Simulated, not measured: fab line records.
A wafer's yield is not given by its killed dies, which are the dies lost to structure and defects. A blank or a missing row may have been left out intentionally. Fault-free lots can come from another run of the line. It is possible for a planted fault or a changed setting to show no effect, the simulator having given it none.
Chamber matching	flow gf180mcu	GF_V5_ETCH_16 on rieDiel-04: 4 sister chambers
The step etches BARC in N2/H2. 4 wafers are shown with their chamber, then 7 later ones without.

## WAFERS WITH THEIR CHAMBER
wafer	chamber	drypumpMotorCurrentA (A)
L079.4	1	5.5
L088.1	0	4.9
L089.1	2	6.6
L089.3	3	4.8

## WAFERS WITHOUT THEIR CHAMBER
wafer	drypumpMotorCurrentA (A)
L089.6	5.5
L092.1	4.9
L092.3	4.9
L092.4	5.6
L097.2	6.6
L097.3	4.9
L097.6	5.5

## CHAMBER TAKEN BY EACH
wafer	from the rows above	in truth
L089.6	1	1
L092.1	0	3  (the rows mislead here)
L092.3	0	0
L092.4	1	1
L097.2	2	2
L097.3	0	0
L097.6	1	1
Placed correctly: 6 of 7. From these rows, 0 cannot be placed. 1 placed wrongly.
How it was worked out, from the rows above alone: a wafer's distance from a chamber is the root of the sum, over the readings, of the square of ((its reading less the chamber's mean) divided by the reading's scatter). If the next closest chamber is less than 2 further off than the closest, the wafer can't be placed; otherwise it belongs to the closest. Each chamber's mean is taken over the wafers shown for it. The scatter (one wafer shown for each chamber): square how far every hidden wafer sits from the nearest shown wafer, average those squares and take the square root.
